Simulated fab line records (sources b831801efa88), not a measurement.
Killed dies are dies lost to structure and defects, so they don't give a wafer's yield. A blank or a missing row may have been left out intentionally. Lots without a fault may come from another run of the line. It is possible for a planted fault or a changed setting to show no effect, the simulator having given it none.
Which of the tools did it? -- flow gf180mcu -- 13 lots with 38 wafers sampled at 6 steps, on a route of 602 steps

== WHAT EACH GAUGE READ, for each wafer ==
GF_DNWELL_TW_MEAS_09.
lot,measured,on,DNWELL_TW
L549,day 2 19:44,filmMetro-02,1320 1319 1330
L550,day 2 23:23,filmMetro-02,1328 1332 1331
L552,day 3 11:06,filmMetro-01,1340 1347 1350
L553,day 3 15:59,filmMetro-02,1333 1336 1328
L554,day 3 21:02,filmMetro-04,1341 1334 1336
L555,day 4 02:04,filmMetro-02,1341 1341 1338
L556,day 4 07:10,filmMetro-04,1337 1349 1343
L557,day 4 13:32,filmMetro-02,1333 1338 1337
L558,day 4 20:50,filmMetro-04,1352 1350 1350
L559,day 5 04:34,filmMetro-01,1354 1346 1353
L561,day 5 11:26,filmMetro-02,1320 1322
L562,day 5 16:38,filmMetro-04,1360 1345 1352
L572,day 7 21:05,filmMetro-04,1350 1360 1353

GF_POLY_GATE_CD_MEAS_18.
lot,measured,on,cdNm (nm)
L549,day 9 06:34,cdSem-01,277.3 279.0 279.9
L550,day 9 13:29,cdSem-01,280.1 282.7 279.0
L552,day 10 04:38,cdSem-02,279.8 277.5 277.2
L553,day 10 10:41,cdSem-02,281.5 279.0 281.1
L554,day 10 18:47,cdSem-02,281.8 280.0 281.1
L555,day 11 00:29,cdSem-01,281.8 284.3 283.5
L556,day 11 09:16,cdSem-01,279.7 279.2 279.6
L557,day 11 17:48,cdSem-02,282.5 283.2 281.8
L558,day 12 03:27,cdSem-01,280.7 277.8 277.7
L559,day 12 12:25,cdSem-02,279.4 280.4 277.8
L561,day 12 23:51,cdSem-02,279.3 279.8
L562,day 13 04:45,cdSem-02,283.0 281.0 283.2
L572,day 16 05:41,cdSem-02,280.3 277.7 280.2

GF_HV_LDD_TW_MEAS_38.
lot,measured,on,HV_LDD_3_TW
L549,day 11 13:35,filmMetro-01,1440 1437 1435
L550,day 11 21:23,filmMetro-03,1445 1433 1438
L552,day 12 12:42,filmMetro-03,1442 1451 1448
L553,day 12 20:47,filmMetro-01,1445 1447 1443
L554,day 13 04:29,filmMetro-01,1443 1435 1434
L555,day 13 10:56,filmMetro-03,1441 1448 1445
L556,day 13 20:39,filmMetro-01,1434 1428 1437
L557,day 14 05:32,filmMetro-01,1439 1438 1433
L558,day 14 16:11,filmMetro-01,1437 1436 1434
L559,day 15 01:32,filmMetro-01,1426 1421 1426
L561,day 15 14:32,filmMetro-01,1418 1400
L562,day 15 22:03,filmMetro-04,1427 1407 1428
L572,day 19 04:38,filmMetro-04,1427 1433 1427

GF_HV_LDD_RS_MEAS_53: the measuring method here is four-point-probe.
lot,measured,on,HV_LDD_RS (ohm/sq)
L549,day 12 08:20,filmMetro-04,417.7 418.3 417.8
L550,day 12 17:48,filmMetro-03,419.7 419.5 418.5
L552,day 13 09:06,filmMetro-01,418.1 418.5 417.8
L553,day 13 16:46,filmMetro-01,417.3 418.3 418.7
L554,day 14 01:49,filmMetro-04,418.2 418.1 417.2
L555,day 14 08:04,filmMetro-01,417.4 418.9 419.1
L556,day 14 17:55,filmMetro-03,417.5 417.2 418.5
L557,day 15 02:32,filmMetro-01,419.5 419.2 418.8
L558,day 15 13:55,filmMetro-01,418.8 417.8 418.6
L559,day 15 23:41,filmMetro-03,419.6 419.0 419.5
L561,day 16 13:16,filmMetro-03,418.8 422.3
L562,day 16 21:06,filmMetro-01,416.7 420.9 416.8
L572,day 20 04:58,filmMetro-01,419.5 419.1 420.7

== WHAT TOOL EACH LOT RAN ON (gives the tool, then ch and the chambers of the sampled wafers, and finally the start) ==
lot,GF_LVPWELL_STRIP_10,GF_HV_LDD_IMPLANT_33
L549,"plasmaAsher-01 ch 0,1, day 3 21:28","implanter-02 ch 0, day 11 12:53"
L550,"plasmaAsher-02 ch 0,1, day 4 01:39","implanter-02 ch 0, day 11 20:41"
L552,"plasmaAsher-02 ch 0,1, day 4 14:00","implanter-02 ch 0, day 12 12:02"
L553,"plasmaAsher-01 ch 0,1, day 4 18:57","implanter-02 ch 0, day 12 20:05"
L554,"plasmaAsher-01 ch 0,1, day 5 00:21","implanter-02 ch 0, day 13 03:47"
L555,"plasmaAsher-02 ch 0,1, day 5 05:51","implanter-01 ch 0, day 13 10:14"
L556,"plasmaAsher-03 ch 0,1, day 5 10:36","implanter-02 ch 0, day 13 19:59"
L557,"plasmaAsher-03 ch 0,1, day 5 18:57","implanter-02 ch 0, day 14 04:51"
L558,"plasmaAsher-03 ch 0,1, day 6 01:55","implanter-01 ch 0, day 14 15:29"
L559,"plasmaAsher-03 ch 0,1, day 6 10:34","implanter-01 ch 0, day 15 00:52"
L561,"plasmaAsher-02 ch 1, day 6 17:43","implanter-01 ch 0, day 15 13:51"
L562,"plasmaAsher-03 ch 0,1, day 6 22:51","implanter-01 ch 0, day 15 21:23"
L572,"plasmaAsher-01 ch 0,1, day 9 07:40","implanter-02 ch 0, day 19 03:56"
- GF_LVPWELL_STRIP_10: strips in O2/N2.
- GF_HV_LDD_IMPLANT_33

== AS READ BY THE TOOLS THEMSELVES (means over the sampled wafers that have a number; for cases with no such wafer, the mark the record gives instead) ==
GF_LVPWELL_STRIP_10.
lot,tool,drypumpMotorCurrentA (A),heaterPowerW (W),oesProductAu (a.u.),stripTimeToEndpointS (s)
L549,plasmaAsher-01,6.4,360,0.719,36.87
L550,plasmaAsher-02,5.7,384,0.715,37.03
L552,plasmaAsher-02,5.2,413,0.718,36.96
L553,plasmaAsher-01,6.4,365,0.725,37.02
L554,plasmaAsher-01,6.6,361,0.727,37.12
L555,plasmaAsher-02,5.7,379,0.728,36.87
L556,plasmaAsher-03,6.1,318,0.722,36.92
L557,plasmaAsher-03,6.0,305,0.726,37.10
L558,plasmaAsher-03,6.0,298,0.722,37.11
L559,plasmaAsher-03,6.1,327,0.721,36.90
L561,plasmaAsher-02,6.1,343,0.723,36.86
L562,plasmaAsher-03,6.1,323,0.726,37.03
L572,plasmaAsher-01,6.6,351,0.720,36.91

GF_HV_LDD_IMPLANT_33.
lot,tool,beamOnS (s),faradayCurrentUA
L549,implanter-02,10.00,42.3
L550,implanter-02,10.10,41.9
L552,implanter-02,10.00,42.2
L553,implanter-02,9.95,42.4
L554,implanter-02,9.97,42.5
L555,implanter-01,10.08,42.0
L556,implanter-02,10.18,41.6
L557,implanter-02,10.04,42.1
L558,implanter-01,9.85,43.0
L559,implanter-01,10.08,42.0
L561,implanter-01,9.17,46.4
L562,implanter-01,9.56,44.6
L572,implanter-02,10.02,42.2

== THE ANSWER, worked out from the rows above alone ==
Rule: the lots themselves supply what counts as usual. Put in order of their means at a reading, lots are off if they are a third of the lots or fewer, leave a main group of 4 or more, and stand apart from it by a gap of 3 or more times the standard deviation of the main group's means; of several such gaps the widest counts. A main group is skipped when, at the precision printed for the reading in the tables above, its means are all equal. Also off: a lot with no number at a reading for which 4 or more lots have one. Where the step has rows for the other lots, those lots are counted as sound. After the gauges, taken in route order, come the tools' own readings; for these a lot's mean is taken, as printed above. At the first step where some lot is off, the reading lying furthest off is the one used; lots without a number count as furthest.
Off: L561, L562, at GF_HV_LDD_IMPLANT_33 (faradayCurrentUA). Mean 42.2 and standard deviation 0.35 in the main group.
A tool fits if, at that step or a process step before it, it ran every lot that is off, and no sound lot after the first of them. One fits: implanter-01 at GF_HV_LDD_IMPLANT_33. Its last sound lot is L559 (day 15 00:52), its first lot that is off L561 (day 15 13:51): a fault that began between those two fits.
The tool's own readings at GF_HV_LDD_IMPLANT_33 bear it out: on the lots that are off they differ by more than 5 times the standard deviation of the sound lots' means. beamOnS reads 9.37 s there against 10.02 s on the sound lots; faradayCurrentUA reads 45.5 there against 42.2 on the sound lots.

== WHAT THE SIMULATOR HAD PUT IN ==
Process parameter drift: implanter-01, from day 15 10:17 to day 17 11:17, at GF_HV_LDD_IMPLANT_33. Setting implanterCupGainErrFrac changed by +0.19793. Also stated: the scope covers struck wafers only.
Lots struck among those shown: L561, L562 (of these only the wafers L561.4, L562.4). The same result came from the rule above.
